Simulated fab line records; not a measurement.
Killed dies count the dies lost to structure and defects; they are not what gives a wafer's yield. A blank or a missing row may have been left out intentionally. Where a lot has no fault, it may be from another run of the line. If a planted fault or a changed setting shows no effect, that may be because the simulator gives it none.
Problem report in the 8D (eight disciplines) form, filled by code | flow gf180mcu | the parts of the form that need people (team, actions taken, sign-off) are left out

== 1. WHAT IS WRONG ==
Mean of dose-ions-cm2 at GF_NWELL_IMPLANT_09: 4e+12 across 6 wafers in 2 lots; on wafers with no fault it is 4e+12 (standard deviation 4.3e+09). That is +56 standard deviations from the usual mean.
First observed at day 7 06:27: wafer L785.3, on implanter-04. The record holds 18 wafers of 6 lots with a number at this step. Rule for "out", or "out of limits": more than 4 standard deviations from the usual mean. All remaining wafers that have a number are taken as sound.

== 2. WHAT IT IS, WHAT IT ISN'T ==
question                    | is                     | is not
which readings at this step | dose-ions-cm2          | -
which lots                  | L785, L788             | L772, L776, L780, L791
which wafers of those lots  | all that have a number | -
read on which tools         | implanter-04           | implanter-03
when                        | from day 7 06:27       | up to then (9 sound wafers); but 3 sound wafers of L791 came after

== 3. WHAT RULES OUT EACH SUSPECT ==
Counting: a tool stays on the suspect list if, at a process step up to the reading, it processed all lots that are out and no sound lot following the first of them.
- implanter-04 at GF_NWELL_IMPLANT_09: kept. It ran every lot that is out, first L785 (day 7 06:27), and no sound lot after that; its last sound lot up to then is L776 (day 5 02:55). On those wafers its own readings are out: dose-ions-cm2.
The count leaves implanter-04 at GF_NWELL_IMPLANT_09.

== 4. THE CAUSE (what the simulator had put in) ==
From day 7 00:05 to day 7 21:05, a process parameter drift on implanter-04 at GF_NWELL_IMPLANT_09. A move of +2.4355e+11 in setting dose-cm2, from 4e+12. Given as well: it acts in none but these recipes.
This tool alone remained once counting was done.

== 5. THE EFFECT CHAIN, in route order ==
Each row: a reading whose mean over the struck wafers that have a number lies more than 3 standard deviations from the usual. Only readings for which the record gives a usual standard deviation are gone through. hours: the time from each lot's start at the first step in this table that gives one to its start at this step, as a median over the lots. sigmas: the change in usual standard deviations.
hours | step                | reading       | usual | on struck wafers | change | sigmas
0     | GF_NWELL_IMPLANT_09 | dose-ions-cm2 | 4e+12 | 4e+12            | +2e+11 | +56
Here are the process steps it includes:
- GF_NWELL_IMPLANT_09
At these later measuring or inspecting steps, every struck wafer for which the step has a row has a number for every such reading, and none has moved that far: GF_NWELL_TW_MEAS_11, GF_LVPWELL_OVL_MEAS_07, GF_LVPWELL_TW_MEAS_11, GF_MVSD_OVL_MEAS_07, GF_MVSD_TW_MEAS_11, GF_VT_IMPLANT_RS_MEAS_47.

== 6. HOW IT WOULD HAVE BEEN CAUGHT EARLIER ==
6 hours passed between the start of the fault at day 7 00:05 and the first reading out of limits in this record, taken at day 7 06:27.
